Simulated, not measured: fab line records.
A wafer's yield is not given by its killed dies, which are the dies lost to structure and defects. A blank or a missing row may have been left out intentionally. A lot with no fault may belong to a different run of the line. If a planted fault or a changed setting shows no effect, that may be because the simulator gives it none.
Which of the tools did it? ; flow gf180mcu ; 6 lots, 18 wafers sampled, at 2 steps of a route of 602

## WHAT THE GAUGES READ, wafer by wafer
GF_PSD_RS_MEAS_14: uses a four-point probe to measure.
lot;measured;on;NSD_RS (ohm/sq)
L348;day 14 09:46;film_metro-02;46.19 46.24 46.05
L351;day 15 12:21;film_metro-04;46.19 46.16 46.14
L355;day 17 01:02;film_metro-03;46.11 46.14 46.09
L362;day 19 17:45;film_metro-02;46.00 46.15 46.11
L365;day 20 20:25;film_metro-04;41.33 41.47 41.39
L368;day 21 18:19;film_metro-03;46.08 46.14 46.22

## WHICH TOOL RAN EACH LOT (tool, then ch and the chambers of the sampled wafers, then the start)
lot;GF_PSD_RTA_13
L348;rtp_anneal-02 ch 0, day 14 09:37
L351;rtp_anneal-02 ch 0, day 15 12:16
L355;rtp_anneal-02 ch 0, day 17 00:57
L362;rtp_anneal-02 ch 0, day 19 17:35
L365;rtp_anneal-02 ch 0, day 20 20:20
L368;rtp_anneal-01 ch 0, day 21 18:13
- GF_PSD_RTA_13: time 20 s.

## THE ANSWER, worked out from the rows above alone
Rule: the usual values come from the lots themselves. The widest of any qualifying gaps counts: lots, ordered by their means at a reading, are off when they make up no more than a third of the lots, leave a main group of 4 or more, and stand apart from it by 3 or more times the standard deviation of that group's means. The tables above print the reading to a certain number of digits; a main group whose means all agree to those digits is not used. Also off: a lot with no number at a reading for which 4 or more lots have one. The other lots that the step has rows for count as sound.
Off: L365, seen at GF_PSD_RS_MEAS_14 (NSD_RS). The main group has a mean of 46.13 ohm/sq with a standard deviation of 0.03.
A tool fits if, at a process step before that reading, it ran every lot that is off, and no sound lot after the first of them. Gauges at GF_PSD_RS_MEAS_14: tried the same way as those tools. Can't be told from this: 2 tools fit, rtp_anneal-02 at GF_PSD_RTA_13, film_metro-04 at GF_PSD_RS_MEAS_14.

## WHAT HAD BEEN PUT IN BY THE SIMULATOR
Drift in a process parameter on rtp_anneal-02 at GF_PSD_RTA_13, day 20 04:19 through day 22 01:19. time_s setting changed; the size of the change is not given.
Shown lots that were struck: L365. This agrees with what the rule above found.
